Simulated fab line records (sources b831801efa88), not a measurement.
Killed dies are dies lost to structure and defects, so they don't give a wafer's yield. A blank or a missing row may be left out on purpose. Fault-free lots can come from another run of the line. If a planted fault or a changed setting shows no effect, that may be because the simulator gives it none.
What tool caused it? ; flow sky130 ; 7 lots, 21 wafers sampled, at 3 steps of a route of 708

== WHAT EACH GAUGE READ, for each wafer ==
SKY_NWELL_TW_MEAS_26.
lot;measured;on;NWELL_2_TW
L880;day 5 19:59;film-metro-03;500 501 501
L882;day 6 09:15;film-metro-02;492 492 495
L887;day 7 17:08;film-metro-03;506 501 504
L890;day 8 07:57;film-metro-01;495 494 495
L892;day 8 20:41;film-metro-02;30 30 30
L899;day 10 13:52;film-metro-03;502 504 496
L901;day 11 01:16;film-metro-02;494 494 494

== EACH LOT AND THE TOOL THAT RAN IT (in order: tool; ch and the chambers of the sampled wafers; start) ==
lot;SKY_NWELL_STRIP_14;SKY_NWELL_STRIP_25
L880;plasma-asher-01 ch 0,1, day 5 02:13;plasma-asher-01 ch 0,1, day 5 19:54
L882;plasma-asher-03 ch 0,1, day 5 13:38;plasma-asher-03 ch 0,1, day 6 09:09
L887;plasma-asher-01 ch 0,1, day 6 20:42;plasma-asher-02 ch 0,1, day 7 17:02
L890;plasma-asher-01 ch 1, day 7 11:06;plasma-asher-02 ch 0,1, day 8 07:51
L892;plasma-asher-02 ch 0,1, day 7 23:19;plasma-asher-03 ch 0,1, day 8 20:34
L899;plasma-asher-01 ch 0,1, day 9 16:00;plasma-asher-03 ch 0,1, day 10 13:45
L901;plasma-asher-02 ch 0,1, day 10 02:57;plasma-asher-02 ch 0,1, day 11 01:10
- SKY_NWELL_STRIP_14: strips in O2/N2.
- SKY_NWELL_STRIP_25: strips in O2/N2.

== THE ANSWER, worked out from the rows above alone ==
Rule: usual is defined by the lots themselves. The widest of any qualifying gaps counts: lots, ordered by their means at a reading, are off when they make up no more than a third of the lots, leave a main group of 4 or more, and stand apart from it by 3 or more times the standard deviation of that group's means. A main group is skipped when, at the precision printed for the reading in the tables above, its means are all equal. Also off: a lot with no number at a reading for which 4 or more lots have one. Where the step has rows for the other lots, those lots are counted as sound.
Off: at SKY_NWELL_TW_MEAS_26 (NWELL_2_TW), L892. Main group: mean 498, sd 4.
A tool fits if, at a process step before that reading, it ran every lot that is off, and no sound lot after the first of them. Gauges at SKY_NWELL_TW_MEAS_26: tried the same way as those tools. None of those tried fits.

== WHAT THE SIMULATOR HAD PUT IN ==
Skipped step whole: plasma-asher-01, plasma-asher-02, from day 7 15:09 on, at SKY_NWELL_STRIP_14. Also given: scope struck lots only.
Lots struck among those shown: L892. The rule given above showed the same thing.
